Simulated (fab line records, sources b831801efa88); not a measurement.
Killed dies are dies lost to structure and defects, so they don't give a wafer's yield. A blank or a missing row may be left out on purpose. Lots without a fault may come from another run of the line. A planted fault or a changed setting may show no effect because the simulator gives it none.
Which tool did it? | flow gf180mcu | 12 lots, 36 wafers sampled, at 2 steps of a route of 602

WHAT THE GAUGES READ, wafer by wafer
GF_V4_THK_MEAS_25: measures by xrf. Usual: V4_W_THK 352 nm, standard deviation 4.4.
lot  | measured     | on            | V4_W_THK (nm) | flag
L708 | day 24 04:07 | film_metro-04 | 348 355 353   |
L709 | day 24 17:02 | film_metro-03 | 352 353 351   |
L712 | day 25 20:55 | film_metro-04 | 353 351 352   |
L716 | day 27 03:17 | film_metro-04 | 351 348 350   |
L721 | day 28 20:16 | film_metro-04 | 347 351 349   |
L723 | day 29 01:18 | film_metro-03 | 359 353 354   |
L726 | day 30 07:02 | film_metro-01 | 353 349 354   |
L727 | day 30 12:16 | film_metro-01 | 355 356 355   |
L728 | day 30 13:15 | film_metro-01 | 358 360 355   |
L729 | day 30 15:19 | film_metro-03 | 355 358 356   |
L730 | day 31 06:43 | film_metro-03 | 354 350 353   |
L731 | day 31 15:43 | film_metro-01 | 360 358 355   |

WHICH TOOL RAN EACH LOT (tool, then ch and the chambers of the sampled wafers, then the start)
lot  | GF_V4_STRIP_18
L708 | plasma_asher-03 ch 0,1, day 24 03:16
L709 | plasma_asher-01 ch 0, day 24 16:07
L712 | plasma_asher-03 ch 0,1, day 25 19:53
L716 | plasma_asher-01 ch 0,1, day 27 02:20
L721 | plasma_asher-03 ch 1, day 28 19:23
L723 | plasma_asher-03 ch 0,1, day 29 00:25
L726 | plasma_asher-03 ch 0,1, day 30 06:10
L727 | plasma_asher-02 ch 0,1, day 30 11:25
L728 | plasma_asher-03 ch 0,1, day 30 12:20
L729 | plasma_asher-02 ch 0,1, day 30 14:26
L730 | plasma_asher-02 ch 0,1, day 31 05:50
L731 | plasma_asher-02 ch 0,1, day 31 14:49
- GF_V4_STRIP_18: strips in O2/N2.

WHAT THE TOOLS THEMSELVES READ (means of the sampled wafers that have a number; where no wafer has one, the mark that the record gives instead)
GF_V4_STRIP_18. Usual: drypump_motor_current_A 6.0 A, standard deviation 0.42; heater_power_w 341 W, standard deviation 34; o2_flow_sccm 2999 sccm, standard deviation 9.4; oes_product_au 0.592 a.u., standard deviation 0.0051.
lot  | tool            | drypump_motor_current_A (A) | heater_power_w (W) | o2_flow_sccm (sccm) | oes_product_au (a.u.) | flag
L708 | plasma_asher-03 | 6.1                         | 350                | 3002                | 0.585                 |
L709 | plasma_asher-01 | 6.4                         | 301                | 2992                | 0.593                 |
L712 | plasma_asher-03 | 5.9                         | 352                | 2997                | 0.592                 |
L716 | plasma_asher-01 | 6.3                         | 310                | 2998                | 0.594                 |
L721 | plasma_asher-03 | 5.6                         | 359                | 3002                | 0.594                 |
L723 | plasma_asher-03 | 6.1                         | 353                | 2991                | 0.592                 |
L726 | plasma_asher-03 | 6.1                         | 353                | 2995                | 0.592                 |
L727 | plasma_asher-02 | 6.2                         | 354                | 2998                | 0.591                 |
L728 | plasma_asher-03 | 5.9                         | 353                | 3001                | 0.595                 |
L729 | plasma_asher-02 | 6.2                         | 357                | 2999                | 0.596                 |
L730 | plasma_asher-02 | 5.8                         | 328                | 3004                | 0.586                 |
L731 | plasma_asher-02 | 5.8                         | 330                | 2993                | 0.592                 |

THE ANSWER, worked out from the rows above alone
Rule: a lot is off if the mean of its wafers that have a number lies more than 3 standard deviations from the usual mean. A lot without any number at a reading at which 4 lots or more have one is off too. The other lots that the step has rows for count as sound. The gauges are gone through in route order, then the tools' own readings, and for those a lot's mean is taken as printed above. The first step at which some lot is off is used, and at that step the reading that is off furthest; a lot without a number counts as furthest.
No lot is off at any reading shown: from this, nothing can be told.

WHAT THE SIMULATOR HAD PUT IN
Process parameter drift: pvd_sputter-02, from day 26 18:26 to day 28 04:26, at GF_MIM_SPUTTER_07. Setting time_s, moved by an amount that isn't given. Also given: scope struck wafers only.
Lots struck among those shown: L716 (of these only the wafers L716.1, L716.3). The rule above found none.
